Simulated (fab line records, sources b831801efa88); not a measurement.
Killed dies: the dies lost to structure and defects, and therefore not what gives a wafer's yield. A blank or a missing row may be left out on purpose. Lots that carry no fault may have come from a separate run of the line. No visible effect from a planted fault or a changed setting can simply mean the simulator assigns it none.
A struck lot beside a sound one :: flow gf180mcu :: 22 steps out of a route of 602
Sound: these wafers, L221.1, L221.2, L221.6. Wafers struck: L230.3, L230.4, L230.6. The cause is given at the end.
Each step with rows lists, per side, the tool, then ch with its chambers, then its first start. Under that, the readings that differ: sound wafers :: struck wafers :: difference of the means :: sigmas: that difference in standard deviations of wafers without a fault.
alike: a reading whose means differ by less than 2 such deviations, as well as words and numbers matching on both sides. not compared: withheld readings; readings where some wafer has no value; bounds like >300 that might hide an equal value; numbers whose values overlap and for which the record gives no deviation.
Wherever a step has rows on one side only, a row that says differs or no value, or a row with sigmas, the two part there. Numbers that have no deviation but don't overlap get no sigmas and don't part them. Lack of a reading on every wafer of one side parts them only where that side has two or more wafers.

first, 6 steps without rows for these wafers: GF_VT_IMPLANT_HMDS_01 (prime time 60 s); GF_VT_IMPLANT_COAT_02 (resist thk 1000 nm); GF_VT_IMPLANT_SOFTBAKE_03 (time 60 s); GF_VT_IMPLANT_EXPOSE_04 (exposes mask LVPWELL LV AREA, target cd 600 nm); GF_VT_IMPLANT_PEB_05; GF_VT_IMPLANT_DEVELOP_06 (develop time 60 s).
GF_VT_IMPLANT_OVL_MEAS_07:
  sound on overlay-01 at day 8 04:29; struck on overlay-01 at day 10 14:55
  alike: VT_IMPLANT_OVL
then, 1 step without rows for these wafers: GF_VT_IMPLANT_IMPLANT_08.
GF_VT_IMPLANT_STRIP_09: strips in O2/N2.
  sound on plasma-asher-04 ch 0,1, day 8 04:40; struck on plasma-asher-03 ch 0,1, day 10 15:07
  alike: drypump-motor-current-A, heater-power-w, oes-product-au, strip-time-to-endpoint-s
  not compared: rf-hours-counter-h
GF_VT_IMPLANT_TW_MEAS_10:
  sound on film-metro-04 at day 8 04:46; struck on film-metro-04 at day 10 15:12
  alike: VT_IMPLANT_TW
then, 2 steps without rows for these wafers: GF_VT_IMPLANT_DEHYDRATE_11 (time 60 s); GF_VT_IMPLANT_HMDS_12 (prime time 60 s).
GF_VT_IMPLANT_COAT_13: resist thk 1000 nm.
  sound on litho-track-04 ch 0, day 8 12:45; struck on litho-track-04 ch 0, day 10 23:57
reading: spin-speed-rpm (rpm)
sound: 2998.6 2997.2 3000.5
struck: 3439.5 3440.0 3443.5
difference: +442.2
sigmas: +99 or more

reading: model.NOVOLAK_of_VT_IMPLANT_COAT_13.thk-nm (nm)
sound: 998.6 1002 1002
struck: 932.4 935.2 936.3
difference: -66.2
sigmas: 
  alike: exhaust-pa
then, 3 steps without rows for these wafers: GF_VT_IMPLANT_SOFTBAKE_14 (time 60 s); GF_VT_IMPLANT_EXPOSE_15 (exposes mask Nwell LV AREA, target cd 860 nm); GF_VT_IMPLANT_PEB_16.
GF_VT_IMPLANT_DEVELOP_17: develop time 60 s.
  sound on litho-track-04 ch 0, day 8 21:15; struck on litho-track-03 ch 0, day 11 09:23
reading: model.NOVOLAK_of_VT_IMPLANT_COAT_13.thk-nm (nm)
sound: 998.2 1002 1002
struck: 932 934.8 935.9
difference: -66
sigmas: 
  alike: exhaust-pa
GF_VT_IMPLANT_OVL_MEAS_18:
  sound on overlay-01 at day 8 21:24; struck on overlay-02 at day 11 09:31
reading: VT_IMPLANT_01_OVL (nm)
sound: 1.0 1.2 3.1
struck: -2.3 -3.6 -1.9
difference: -4.4
sigmas: -3
then, 1 step without rows for these wafers: GF_VT_IMPLANT_IMPLANT_19.
GF_VT_IMPLANT_STRIP_20: strips in O2/N2.
  sound on plasma-asher-03 ch 0,1, day 8 21:35; struck on plasma-asher-04 ch 0,1, day 11 09:44
reading: strip-time-to-endpoint-s (s)
sound: 12.61 12.65 12.64
struck: 11.83 11.86 11.90
difference: -0.77
sigmas: -20
  alike: drypump-motor-current-A, heater-power-w, oes-product-au
  not compared: rf-hours-counter-h
GF_VT_IMPLANT_TW_MEAS_21:
  sound on film-metro-04 at day 8 21:41; struck on film-metro-02 at day 11 09:49
  alike: VT_IMPLANT_2_TW
-- the record jumps here: 23 days lie between the struck wafers' starts before and after (it left off in module VT_IMPLANT and takes up again in module PASSIVATION, whose first step shown is number 602 of the route) --
GF_PASSIVATION_PROBE_99:
  only the struck wafers here have rows in the record (prober-02, day 34 10:41); the sound ones have none

== WHERE THEY PART ==
Earliest at GF_VT_IMPLANT_COAT_13; latest, in this record, at GF_PASSIVATION_PROBE_99.

WHY: what the simulator had put in
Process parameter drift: litho-track-04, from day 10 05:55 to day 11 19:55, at GF_VT_IMPLANT_COAT_13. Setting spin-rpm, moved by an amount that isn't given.
